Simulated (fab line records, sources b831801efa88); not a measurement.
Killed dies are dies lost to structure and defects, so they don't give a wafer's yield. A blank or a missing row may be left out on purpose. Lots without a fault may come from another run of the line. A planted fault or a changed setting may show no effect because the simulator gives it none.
Chamber matching | flow sky130 | SKY_POLY_GATE_ETCH_16 on rie_diel-02: 4 sister chambers
The step etches Si3N4 in CH3F/O2, stops on poly-Si, time 147.5 s, target depth 75 nm. 8 wafers are shown with their chamber, then 8 later ones without.

WAFERS WITH THEIR CHAMBER
wafer  | chamber | oes_product_au (a.u.) | throttle_valve_pct (%)
L759.6 | 3       | 0.638                 | 10.536
L769.1 | 0       | 0.647                 | 10.530
L769.2 | 1       | 0.639                 | 10.531
L769.5 | 0       | 0.634                 | 10.533
L772.1 | 2       | 0.642                 | 10.528
L772.3 | 3       | 0.642                 | 10.525
L772.4 | 1       | 0.642                 | 10.545
L777.2 | 2       | 0.643                 | 10.525

WAFERS WITHOUT THEIR CHAMBER
wafer  | oes_product_au (a.u.) | throttle_valve_pct (%)
L777.3 | 0.641                 | 10.529
L777.5 | 0.636                 | 10.530
L778.1 | 0.637                 | 10.528
L778.2 | 0.646                 | 10.529
L778.4 | 0.647                 | 10.526
L779.2 | 0.639                 | 10.551
L779.4 | 0.640                 | 10.533
L779.6 | 0.638                 | 10.526

WHICH CHAMBER EACH WENT THROUGH
wafer  | from the rows above               | in truth
L777.3 | can't be placed: 3 or 0 or 2 or 1 | 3
L777.5 | can't be placed: 3 or 0 or 2 or 1 | 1
L778.1 | can't be placed: 3 or 0 or 2 or 1 | 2
L778.2 | can't be placed: 2 or 0 or 3 or 1 | 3
L778.4 | can't be placed: 2 or 0 or 3 or 1 | 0
L779.2 | can't be placed: 1 or 0 or 3 or 2 | 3
L779.4 | can't be placed: 0 or 3 or 1 or 2 | 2
L779.6 | can't be placed: 3 or 2 or 0 or 1 | 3
Placed correctly: 0 of 8. Can't be placed from these rows: 8 (the true chamber is among the candidates in 8). Placed wrongly: 0.
How it was worked out, from the rows above alone: a wafer's distance from a chamber is the root of the sum, over the readings, of the square of ((its reading less the chamber's mean) divided by the reading's scatter). The wafer belongs to the nearest chamber; if the next one is less than 2 further off, it can't be placed. A chamber's mean is the mean of its shown wafers. The scatter: the root of (the sum of the squares of (reading less its chamber's mean) over the shown wafers, divided by (wafers less chambers)).
